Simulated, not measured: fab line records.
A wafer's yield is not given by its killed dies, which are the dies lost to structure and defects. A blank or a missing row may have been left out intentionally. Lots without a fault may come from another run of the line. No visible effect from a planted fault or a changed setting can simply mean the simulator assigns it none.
Which tool was responsible? ; flow sky130 ; 24 lots, 72 wafers sampled, at 5 steps of a route of 708

## WHAT THE GAUGES READ, wafer by wafer
SKY_CONTACT_RS_MEAS_25: a four-point-probe measurement.
lot;measured;on;CONTACT_W_RS (ohm/sq)
L074;day 31 16:34;film-metro-01;0.338 0.335 0.343
L075;day 32 04:53;film-metro-01;0.339 0.325 0.334
L076;day 32 12:19;film-metro-01;0.336 0.342 0.340
L077;day 32 13:32;film-metro-02;0.336 0.336 0.340
L078;day 32 23:17;film-metro-01;0.340 0.341 0.342
L079;day 33 09:08;film-metro-01;0.332 0.330 0.330
L080;day 33 19:22;film-metro-04;0.337 0.334 0.333
L081;day 34 00:24;film-metro-01;0.340 0.337 0.340
L082;day 34 15:08;film-metro-04;0.341 0.339 0.344
L083;day 34 23:51;film-metro-02;0.336 0.333 0.336
L084;day 35 10:24;film-metro-02;0.336 0.339 0.340
L085;day 35 20:50;film-metro-04;0.343 0.339 0.340
L086;day 36 00:20;film-metro-01;0.341 0.341 0.340
L087;day 36 04:04;film-metro-04;0.342 0.341 0.341
L088;day 36 05:36;film-metro-04;0.334 0.331 0.326
L089;day 36 16:55;film-metro-02;0.343 0.338 0.339
L090;day 37 01:42;film-metro-01;0.334 0.335 0.338
L091;day 37 14:01;film-metro-04;0.344 0.343 0.348
L092;day 37 15:45;film-metro-04;0.336 0.343 0.343
L093;day 37 20:38;film-metro-04;0.338 0.344 0.337
L094;day 37 22:09;film-metro-04;0.338 0.339 0.339
L095;day 38 09:22;film-metro-04;0.335 0.339 0.332
L096;day 38 12:39;film-metro-02;0.339 0.343 0.337
L097;day 39 03:53;film-metro-01;0.346 0.342 0.339

SKY_METAL2_THK_MEAS_06: measures by xrf.
lot;measured;on;METAL2_ALCU_THK (nm)
L074;day 34 03:10;film-metro-01;252 250 252
L075;day 34 13:22;film-metro-03;252 246 249
L076;day 34 20:37;film-metro-03;246 249 246
L077;day 34 22:22;film-metro-03;246 247 245
L078;day 35 08:25;film-metro-01;252 247 250
L079;day 35 18:09;film-metro-04;247 251 251
L080;day 36 04:19;film-metro-01;253 254 251
L081;day 36 08:10;film-metro-01;254 255 250
L082;day 36 23:31;film-metro-01;251 251 249
L083;day 37 07:46;film-metro-04;254 251 253
L084;day 37 16:47;film-metro-01;244 249 243
L085;day 38 04:25;film-metro-04;253 255 255
L086;day 38 08:35;film-metro-04;251 252 253
L087;day 38 10:35;film-metro-03;249 244 251
L088;day 38 12:34;film-metro-01;250 248 246
L089;day 38 23:22;film-metro-01;248 252 251
L090;day 39 08:04;film-metro-01;253 251 254
L091;day 39 20:59;film-metro-04;253 252 252
L092;day 39 22:07;film-metro-03;248 248 248
L093;day 40 01:59;film-metro-01;250 252 247
L094;day 40 04:19;film-metro-04;249 248 251
L095;day 40 15:20;film-metro-03;249 250 248
L096;day 40 18:41;film-metro-01;242 249 242
L097;day 41 09:37;film-metro-01;252 252 249

SKY_CAPM_RS_MEAS_03: a four-point-probe measurement.
lot;measured;on;CAPM_TIN_RS (ohm/sq)
L074;day 36 10:01;film-metro-03;6.89 6.91 6.89
L075;day 36 21:21;film-metro-04;7.17 7.15 7.15
L076;day 37 04:00;film-metro-03;6.96 6.91 6.86
L077;day 37 06:37;film-metro-03;6.84 6.88 6.85
L078;day 37 16:14;film-metro-02;6.92 6.86 6.92
L079;day 38 00:34;film-metro-02;6.95 7.02 7.02
L080;day 38 10:15;film-metro-02;6.83 6.94 6.95
L081;day 38 14:43;film-metro-03;7.00 7.01 6.96
L082;day 39 05:43;film-metro-02;7.01 6.88 6.98
L083;day 39 14:19;film-metro-04;6.87 6.89 6.98
L084;day 39 22:28;film-metro-04;6.82 6.87 6.93
L085;day 40 10:34;film-metro-04;6.92 6.90 6.93
L086;day 40 15:43;film-metro-03;7.08 7.01 7.00
L087;day 40 17:14;film-metro-04;7.02 7.17 7.08
L088;day 40 18:28;film-metro-02;6.98 6.94 6.89
L089;day 41 02:30;film-metro-03;6.95 6.88 6.91
L090;day 41 11:44;film-metro-02;6.87 6.91 6.87
L091;day 42 02:05;film-metro-03;6.93 6.94 6.94
L092;day 42 03:02;film-metro-02;6.86 6.85 6.90
L093;day 42 04:56;film-metro-04;6.86 6.84 6.89
L094;day 42 06:22;film-metro-03;7.02 6.99 6.98
L095;day 42 19:26;film-metro-03;6.92 6.95 6.92
L096;day 42 22:02;film-metro-04;6.91 6.89 6.95
L097;day 43 12:22;film-metro-04;6.91 6.90 6.88

## EACH LOT AND THE TOOL THAT RAN IT (in order: tool; ch and the chambers of the sampled wafers; start)
lot;SKY_METAL2_STRIP_20;SKY_CAPM_SPUTTER_02
L074;plasma-asher-01 ch 1, day 35 05:52;pvd-sputter-04, day 36 09:53
L075;plasma-asher-03 ch 0,1, day 35 16:01;pvd-sputter-02, day 36 21:14
L076;plasma-asher-01 ch 0,1, day 35 23:17;pvd-sputter-01, day 37 03:53
L077;plasma-asher-03 ch 0,1, day 36 01:17;pvd-sputter-04, day 37 06:30
L078;plasma-asher-04 ch 0,1, day 36 11:13;pvd-sputter-04, day 37 16:07
L079;plasma-asher-01 ch 0,1, day 36 19:55;pvd-sputter-04, day 38 00:27
L080;plasma-asher-01 ch 0,1, day 37 06:02;pvd-sputter-01, day 38 10:08
L081;plasma-asher-03 ch 0,1, day 37 10:46;pvd-sputter-04, day 38 14:36
L082;plasma-asher-04 ch 1, day 38 01:20;pvd-sputter-01, day 39 05:36
L083;plasma-asher-01 ch 0,1, day 38 09:17;pvd-sputter-01, day 39 14:12
L084;plasma-asher-03 ch 0,1, day 38 18:20;pvd-sputter-01, day 39 22:20
L085;plasma-asher-04 ch 0,1, day 39 06:43;pvd-sputter-04, day 40 10:27
L086;plasma-asher-01 ch 0,1, day 39 10:22;pvd-sputter-01, day 40 15:36
L087;plasma-asher-01 ch 0,1, day 39 12:26;pvd-sputter-01, day 40 17:06
L088;plasma-asher-04 ch 0,1, day 39 14:13;pvd-sputter-04, day 40 18:22
L089;plasma-asher-04 ch 0,1, day 39 23:34;pvd-sputter-04, day 41 02:23
L090;plasma-asher-01 ch 0,1, day 40 08:41;pvd-sputter-04, day 41 11:36
L091;plasma-asher-04 ch 0, day 40 21:40;pvd-sputter-04, day 42 01:57
L092;plasma-asher-03 ch 0,1, day 40 23:46;pvd-sputter-04, day 42 02:56
L093;plasma-asher-04 ch 0,1, day 41 01:37;pvd-sputter-01, day 42 04:47
L094;plasma-asher-03 ch 0,1, day 41 04:02;pvd-sputter-02, day 42 06:16
L095;plasma-asher-03 ch 0,1, day 41 16:01;pvd-sputter-01, day 42 19:18
L096;plasma-asher-04 ch 0,1, day 41 19:07;pvd-sputter-04, day 42 21:54
L097;plasma-asher-04 ch 0,1, day 42 10:20;pvd-sputter-01, day 43 12:15
- SKY_METAL2_STRIP_20: strips in O2/N2.
- SKY_CAPM_SPUTTER_02: material TiN, target thk 200 nm, time 166.7 s.

## AS READ BY THE TOOLS THEMSELVES (means over the sampled wafers that have a number; for cases with no such wafer, the mark the record gives instead)
SKY_METAL2_STRIP_20.
lot;tool;drypump-motor-current-A (A);oes-product-au (a.u.);strip-time-to-endpoint-s (s)
L074;plasma-asher-01;5.6;0.337;2.64
L075;plasma-asher-03;5.5;0.345;2.67
L076;plasma-asher-01;5.8;0.347;2.69
L077;plasma-asher-03;5.5;0.344;2.72
L078;plasma-asher-04;5.2;0.342;2.72
L079;plasma-asher-01;5.8;0.341;2.68
L080;plasma-asher-01;5.7;0.346;2.71
L081;plasma-asher-03;5.6;0.343;2.70
L082;plasma-asher-04;5.4;0.344;2.75
L083;plasma-asher-01;5.7;0.341;2.66
L084;plasma-asher-03;5.5;0.336;2.62
L085;plasma-asher-04;5.2;0.342;2.71
L086;plasma-asher-01;5.7;0.342;2.72
L087;plasma-asher-01;5.8;0.344;2.66
L088;plasma-asher-04;5.2;0.342;2.65
L089;plasma-asher-04;4.9;0.344;2.75
L090;plasma-asher-01;5.8;0.344;2.72
L091;plasma-asher-04;4.8;0.340;2.68
L092;plasma-asher-03;5.6;0.349;2.80
L093;plasma-asher-04;4.9;0.345;2.66
L094;plasma-asher-03;5.5;0.343;2.72
L095;plasma-asher-03;5.5;0.343;2.70
L096;plasma-asher-04;5.0;0.342;2.73
L097;plasma-asher-04;5.1;0.343;2.67

SKY_CAPM_SPUTTER_02.
lot;tool;throttle-valve-pct (%)
L074;pvd-sputter-04;29.7
L075;pvd-sputter-02;30.1
L076;pvd-sputter-01;29.1
L077;pvd-sputter-04;30.4
L078;pvd-sputter-04;30.9
L079;pvd-sputter-04;30.8
L080;pvd-sputter-01;29.5
L081;pvd-sputter-04;29.5
L082;pvd-sputter-01;29.4
L083;pvd-sputter-01;28.8
L084;pvd-sputter-01;29.3
L085;pvd-sputter-04;30.1
L086;pvd-sputter-01;29.5
L087;pvd-sputter-01;29.1
L088;pvd-sputter-04;30.0
L089;pvd-sputter-04;30.0
L090;pvd-sputter-04;30.5
L091;pvd-sputter-04;29.7
L092;pvd-sputter-04;30.2
L093;pvd-sputter-01;29.4
L094;pvd-sputter-02;30.1
L095;pvd-sputter-01;29.6
L096;pvd-sputter-04;29.8
L097;pvd-sputter-01;29.5

## THE ANSWER, worked out from the rows above alone
Rule: the usual values come from the lots themselves. Put in order of their means at a reading, lots are off if they are a third of the lots or fewer, leave a main group of 4 or more, and stand apart from it by a gap of 3 or more times the standard deviation of the main group's means; of several such gaps the widest counts. Not used: any main group whose means are identical at the precision the tables above print for the reading. Also off: a lot with no number at a reading for which 4 or more lots have one. Any other lot the step has rows for is counted as sound. Order of review: gauges by route order, followed by the tools' own readings, for which a lot's mean as printed above is used. The first step at which some lot is off is used, and at that step the reading that is off furthest; a lot without a number counts as furthest.
None of the lots is off at any reading shown; this tells nothing.

## WHAT HAD BEEN PUT IN BY THE SIMULATOR
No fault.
